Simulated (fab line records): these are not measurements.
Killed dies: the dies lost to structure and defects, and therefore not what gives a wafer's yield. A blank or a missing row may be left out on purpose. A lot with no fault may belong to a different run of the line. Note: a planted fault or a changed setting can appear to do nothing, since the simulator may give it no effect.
Which tool did it? | flow sky130 | 13 lots with 37 wafers sampled at 5 steps, on a route of 708 steps

== WHAT THE GAUGES READ, wafer by wafer ==
SKY_VT_ADJUST_HVTR_OVL_MEAS_08.
lot  | measured     | on         | VT_ADJUST_HVTR_OVL (nm)
L808 | day 9 14:05  | overlay-02 | 1.6 1.4 -0.1
L809 | day 9 19:53  | overlay-01 | -0.7 -2.5 -0.3
L810 | day 9 23:58  | overlay-02 | -0.9 0.5 0.1
L811 | day 10 08:28 | overlay-01 | 0.0 0.2 -0.9
L813 | day 10 20:51 | overlay-01 | -2.4 -1.5 -1.2
L814 | day 11 05:29 | overlay-02 | 1.0 1.8 1.2
L816 | day 11 15:38 | overlay-01 | -0.3 -0.8 -0.7
L817 | day 12 04:26 | overlay-01 | -0.1 -0.5 -0.5
L818 | day 12 16:07 | overlay-02 | 0.1 -1.5 -2.2
L825 | day 14 22:59 | overlay-01 | -1.2 -2.1
L826 | day 15 00:47 | overlay-01 | -1.4 -3.0
L831 | day 16 18:14 | overlay-02 | -0.3 -1.4 -0.8
L830 | day 16 19:11 | overlay-01 | 0.1 1.4 0.7

SKY_SONOS_TUNNEL_CD_MEAS_07 targets a cd of 410 nm.
lot  | measured     | on       | cdNm (nm)
L808 | day 11 12:04 | cdSem-02 | 405.5 403.7 404.8
L809 | day 11 18:20 | cdSem-01 | 411.8 412.2 410.8
L810 | day 11 23:28 | cdSem-01 | 408.1 409.7 408.8
L811 | day 12 07:10 | cdSem-02 | 407.8 409.4 407.3
L813 | day 12 22:45 | cdSem-02 | 409.9 409.1 407.6
L814 | day 13 07:40 | cdSem-01 | 410.6 409.4 409.4
L816 | day 13 18:25 | cdSem-01 | 412.3 413.5 413.9
L817 | day 14 08:01 | cdSem-02 | 409.5 411.0 411.2
L818 | day 14 20:08 | cdSem-01 | 405.9 405.6 406.9
L825 | day 17 06:33 | cdSem-02 | 392.3 392.9
L826 | day 17 08:02 | cdSem-02 | 405.4 388.6
L831 | day 19 06:01 | cdSem-02 | 407.1 408.6 408.5
L830 | day 19 07:10 | cdSem-01 | 413.0 413.5 414.9

SKY_SONOS_ONO_CD_MEAS_13 targets a cd of 410 nm.
lot  | measured     | on       | cdNm (nm)
L808 | day 12 18:55 | cdSem-01 | 415.5 414.7 414.1
L809 | day 13 00:08 | cdSem-02 | 408.0 409.7 410.0
L810 | day 13 05:18 | cdSem-02 | 409.5 409.8 409.1
L811 | day 13 15:34 | cdSem-01 | 404.9 408.3 405.4
L813 | day 14 06:38 | cdSem-01 | 410.4 409.1 409.1
L814 | day 14 15:25 | cdSem-02 | 409.6 406.9 408.6
L816 | day 15 02:43 | cdSem-02 | 408.0 406.6 406.1
L817 | day 15 17:46 | cdSem-02 | 408.6 408.3 409.8
L818 | day 16 04:32 | cdSem-02 | 408.9 408.8 409.8
L825 | day 18 17:50 | cdSem-02 | 410.3 411.7
L826 | day 18 18:58 | cdSem-02 | 413.9 413.2
L831 | day 20 19:40 | cdSem-01 | 411.5 411.8 412.4
L830 | day 20 20:55 | cdSem-02 | 409.0 411.3 411.5

== WHICH TOOL RAN EACH LOT (tool, then ch and the chambers of the sampled wafers, then the start) ==
lot  | SKY_VT_ADJUST_HVTR_STRIP_10         | SKY_SONOS_TUNNEL_DEVELOP_06
L808 | plasmaAsher-01 ch 0,1, day 9 14:17  | lithoTrack-02 ch 0, day 11 11:55
L809 | plasmaAsher-02 ch 0,1, day 9 20:04  | lithoTrack-02 ch 0, day 11 18:11
L810 | plasmaAsher-01 ch 0,1, day 10 00:10 | lithoTrack-04 ch 0, day 11 23:20
L811 | plasmaAsher-02 ch 0,1, day 10 08:40 | lithoTrack-04 ch 0, day 12 07:02
L813 | plasmaAsher-02 ch 0,1, day 10 21:02 | lithoTrack-04 ch 0, day 12 22:37
L814 | plasmaAsher-01 ch 0,1, day 11 05:40 | lithoTrack-03 ch 0, day 13 07:31
L816 | plasmaAsher-01 ch 0,1, day 11 15:50 | lithoTrack-03 ch 0, day 13 18:16
L817 | plasmaAsher-04 ch 0,1, day 12 04:37 | lithoTrack-02 ch 0, day 14 07:52
L818 | plasmaAsher-04 ch 0,1, day 12 16:19 | lithoTrack-02 ch 0, day 14 19:59
L825 | plasmaAsher-04 ch 0,1, day 14 23:10 | lithoTrack-04 ch 0, day 17 06:25
L826 | plasmaAsher-01 ch 0,1, day 15 00:59 | lithoTrack-04 ch 0, day 17 07:53
L831 | plasmaAsher-02 ch 0, day 16 18:26   | lithoTrack-02 ch 0, day 19 05:52
L830 | plasmaAsher-02 ch 0,1, day 16 19:22 | lithoTrack-03 ch 0, day 19 07:01
- SKY_VT_ADJUST_HVTR_STRIP_10: strips in O2/N2.
- SKY_SONOS_TUNNEL_DEVELOP_06: develop time 60 s.

== WHAT THE TOOLS THEMSELVES READ (means of the sampled wafers that have a number; where no wafer has one, the mark that the record gives instead) ==
SKY_VT_ADJUST_HVTR_STRIP_10.
lot  | tool           | drypumpMotorCurrentA (A) | oesProductAu (a.u.) | stripTimeToEndpointS (s)
L808 | plasmaAsher-01 | 5.2                      | 0.714               | 14.18
L809 | plasmaAsher-02 | 5.8                      | 0.711               | 14.17
L810 | plasmaAsher-01 | 5.2                      | 0.715               | 14.16
L811 | plasmaAsher-02 | 5.8                      | 0.718               | 14.18
L813 | plasmaAsher-02 | 5.8                      | 0.717               | 14.15
L814 | plasmaAsher-01 | 5.4                      | 0.713               | 14.21
L816 | plasmaAsher-01 | 5.2                      | 0.716               | 14.25
L817 | plasmaAsher-04 | 6.1                      | 0.719               | 14.18
L818 | plasmaAsher-04 | 6.1                      | 0.715               | 14.16
L825 | plasmaAsher-04 | 6.0                      | 0.712               | 14.19
L826 | plasmaAsher-01 | 5.3                      | 0.716               | 14.16
L831 | plasmaAsher-02 | 5.7                      | 0.713               | 14.19
L830 | plasmaAsher-02 | 5.7                      | 0.714               | 14.22

SKY_SONOS_TUNNEL_DEVELOP_06.
lot  | tool          | exhaustPa (Pa)
L808 | lithoTrack-02 | 43.3
L809 | lithoTrack-02 | 44.8
L810 | lithoTrack-04 | 45.3
L811 | lithoTrack-04 | 46.0
L813 | lithoTrack-04 | 43.6
L814 | lithoTrack-03 | 44.9
L816 | lithoTrack-03 | 45.1
L817 | lithoTrack-02 | 44.5
L818 | lithoTrack-02 | 46.0
L825 | lithoTrack-04 | 44.8
L826 | lithoTrack-04 | 44.6
L831 | lithoTrack-02 | 45.9
L830 | lithoTrack-03 | 45.4

== THE ANSWER, worked out from the rows above alone ==
Rule: usual is defined by the lots themselves. Put in order of their means at a reading, lots are off if they are a third of the lots or fewer, leave a main group of 4 or more, and stand apart from it by a gap of 3 or more times the standard deviation of the main group's means; of several such gaps the widest counts. A main group is skipped when, at the precision printed for the reading in the tables above, its means are all equal. A lot without any number at a reading at which 4 lots or more have one is off too. All remaining lots with rows at the step are treated as sound. First the gauges in route order, then the tools' own readings, where a lot's mean is used as printed above. The first step at which some lot is off is used, and at that step the reading that is off furthest; a lot without a number counts as furthest.
No lot is off on any of the readings shown, so nothing can be concluded from this.

== WHAT THE SIMULATOR PUT IN ==
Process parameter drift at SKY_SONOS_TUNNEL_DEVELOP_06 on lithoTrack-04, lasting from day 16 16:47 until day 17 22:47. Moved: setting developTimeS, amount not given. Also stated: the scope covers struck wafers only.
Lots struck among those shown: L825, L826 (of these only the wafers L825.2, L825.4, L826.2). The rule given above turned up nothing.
